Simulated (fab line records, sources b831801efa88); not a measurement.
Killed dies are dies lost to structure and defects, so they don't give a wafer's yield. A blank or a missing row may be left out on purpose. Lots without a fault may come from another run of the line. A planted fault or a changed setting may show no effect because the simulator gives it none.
A struck lot beside a sound one | flow gf180mcu | 15 steps out of a route of 602
Sound: wafers L474.1, L474.5, L474.6. Struck: wafers L463.1, L463.2, L463.4. The cause comes at the end.
At each step with rows: each side's tool, then ch and its chambers, then its first start. Under that, the readings that differ: sound wafers | struck wafers | difference of the means | sigmas: that difference in standard deviations of wafers without a fault.
alike: readings whose means differ by less than 2 such deviations, and words and numbers that are the same on both sides. not compared: withheld readings, readings that some wafer has no value for, bounds like >300 that may hide the same value, and numbers for which the record gives no deviation and whose values overlap.
The two part at a step that has a row with sigmas, a row that says differs or no value, or rows on one side only. Numbers that don't overlap but have no deviation are shown without sigmas and don't part them. A reading that every wafer of one side lacks parts them only if that side has two wafers or more.

GF_POLY_GATE_THK_MEAS_01:
  sound on film_metro-02, day 13 09:42; struck on film_metro-04, day 10 03:40
  alike: POLY_GATE_CVD_00_THK
then, 8 steps without rows for these wafers: GF_POLY_GATE_DEHYDRATE_02 (time 60 s); GF_POLY_GATE_HMDS_03 (prime time 60 s); GF_POLY_GATE_COAT_04; GF_POLY_GATE_COAT_05 (resist thk 700 nm); GF_POLY_GATE_SOFTBAKE_06 (time 60 s); GF_POLY_GATE_EXPOSE_07 (exposes mask Poly2, target cd 280 nm); GF_POLY_GATE_PEB_08 (peb time 90 s); GF_POLY_GATE_DEVELOP_09 (develop time 60 s).
GF_POLY_GATE_CD_MEAS_10: target cd 280 nm.
  sound on cd_sem-02, day 14 06:26; struck on cd_sem-01, day 10 21:39
  alike: cd_nm
GF_POLY_GATE_OVL_MEAS_11:
  sound on overlay-01, day 14 06:34; struck on overlay-02, day 10 21:46
  alike: POLY_GATE_OVL
GF_POLY_GATE_ETCH_12: etches BARC in N2/H2.
  sound on rie_diel-03 ch 0,1,3, day 14 06:35; struck on rie_diel-01 ch 0,1,3, day 10 21:49
  alike: drypump_motor_current_A, oes_product_au, rf_fwd_power_W, throttle_valve_pct
GF_POLY_GATE_ETCH_13: etches poly-Si in HBr/Cl2, stops on SiO2, target depth 198.5 nm, time 69.6 s.
  sound on rie_si-01 ch 0,3, day 14 06:38; struck on rie_si-02 ch 0,2,3, day 10 21:52
  reading                               | sound             | struck            | difference                    | sigmas
  rf_fwd_power_W (W)                    | 395.3 394.8 395.6 | - - -             | no value on the struck wafers |
  run_length_s (s)                      | 97.0 97.1 98.0    | 90.6 90.2 90.1    | -7.1                          | -19
  model.POLY_GATE.feature_depth_nm (nm) | 200.3 199.6 194.1 | 178.6 178.3 179.3 | -19.3                         |
  model.etch.depth_nm (nm)              | 200.3 199.6 194.1 | 178.6 178.3 179.3 | -19.3                         |
  alike: drypump_motor_current_A, oes_product_au, throttle_valve_pct
  not compared: rf_hours_counter_h
GF_POLY_GATE_STRIP_14: strips in O2/N2.
  sound on plasma_asher-02 ch 0,1, day 14 06:42; struck on plasma_asher-01 ch 0,1, day 10 21:55
  alike: drypump_motor_current_A, heater_power_w, oes_product_au
  not compared: rf_hours_counter_h
GF_PASSIVATION_PROBE_99:
  the record has rows for the sound wafers here (prober-01, day 33 19:27) and none for the struck ones

WHERE THEY PART
First at GF_POLY_GATE_ETCH_13; last, within this record, at GF_PASSIVATION_PROBE_99.

WHY: what the simulator had put in
Process parameter drift: rie_si-02, from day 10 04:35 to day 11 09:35, at GF_POLY_GATE_ETCH_13. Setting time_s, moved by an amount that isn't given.
